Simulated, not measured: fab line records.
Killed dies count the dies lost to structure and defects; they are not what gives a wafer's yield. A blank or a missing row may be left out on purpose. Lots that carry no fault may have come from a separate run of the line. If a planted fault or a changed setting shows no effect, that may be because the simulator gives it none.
2 desks, one fault    flow gf180mcu    each desk holds nothing but its own numbers, with what lay behind them at the end

## AT THE TOOL OWNER'S DESK: rie-si-01
The tool's own readings at GF_POLY_GATE_ETCH_13 (etches poly-Si in HBr/Cl2, stops on SiO2, target depth 198.5 nm, time 69.6 s): means of the sampled wafers that have a number, for each lot that ran on this tool. If a lot's mean is further than 4 standard deviations from the usual mean, the lot is out of limits and carries the mark OUT (the distance appears in the brackets).
Columns: A = drypump-motor-current-A at GF_POLY_GATE_ETCH_13, usual 5.53 A; B = oes-product-au at GF_POLY_GATE_ETCH_13, usual 0.992 a.u.; C = run-length-s at GF_POLY_GATE_ETCH_13, usual 98.1 s; D = throttle-valve-pct at GF_POLY_GATE_ETCH_13, usual 33.684 %
lot   first seen here  A     B      C               D
L946  day 9 12:51      5.62  0.992  98.3            33.681
L947  day 10 00:23     5.70  0.989  98.0            33.679
L948  day 10 07:33     5.68  0.996  98.4            33.687
L951  day 10 21:45     5.71  0.992  97.6            33.688
L952  day 11 07:21     5.56  0.999  98.0            33.681
L957  day 12 15:52     5.42  1.006  91.9 (-14) OUT  33.689
L961  day 13 23:02     5.56  1.003  84.8 (-31) OUT  33.697
Finding of this desk: L957, L961 out of limits; the first was L957 at day 12 15:52, on run-length-s at GF_POLY_GATE_ETCH_13. L946, L947, L948, L951, L952: within limits.

## FROM THE METROLOGY DESK
Lot by lot, what the gauges showed, no matter which tool ran the lot: averages of those sampled wafers that carry a number. If a lot's mean is further than 4 standard deviations from the usual mean, the lot is out of limits and carries the mark OUT (the distance appears in the brackets).
Columns: A = HV_LDD_03_OVL at GF_HV_LDD_OVL_MEAS_47, usual -0.9 nm; B = cd-nm at GF_PSD_CD_MEAS_07, usual 399.5 nm; C = cd-nm at GF_M1_CD_MEAS_14, usual 230.1 nm
lot   first seen here  A     B      C
L945  day 12 14:15     -0.9  398.7  230.7
L946  day 12 16:54     0.7   400.4  229.7
L947  day 13 05:40     -0.8  399.8  230.0
L948  day 13 14:34     -1.0  399.5  231.6
L949  day 13 20:35     -2.5  398.8  230.7
L950  day 13 22:38     -1.5  399.5  229.2
L951  day 14 05:13     -0.6  401.2  230.6
L952  day 14 18:08     -4.4  399.0  230.2
L953  day 15 00:25     -1.8  399.2  229.8
L954  day 15 08:14     0.6   399.2  229.0
L957  day 16 06:32     -0.8  399.2  229.4
L961  day 17 18:00     0.0   397.7  230.3
L965  day 19 01:02     -0.4  398.2  231.4
Finding of this desk: none of the 13 lots has anything out of limits.

## ALL TOGETHER
The tool owner's desk had the chance to raise an alarm at day 12 15:52 on L957, L961.
From the metrology desk's view, nothing was out of limits.
The metrology desk has L957, L961 on record, within its limits.
The lots listed all ran GF_POLY_GATE_ETCH_13 on rie-si-01.

## WHAT HAD BEEN PUT IN BY THE SIMULATOR
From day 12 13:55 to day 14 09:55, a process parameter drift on rie-si-01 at GF_POLY_GATE_ETCH_13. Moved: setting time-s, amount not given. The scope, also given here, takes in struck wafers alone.
Shown lots that were struck: L957, L961.
How many hours passed from the start of the fault until each desk's first out-of-limits reading: the tool owner's desk, 2.
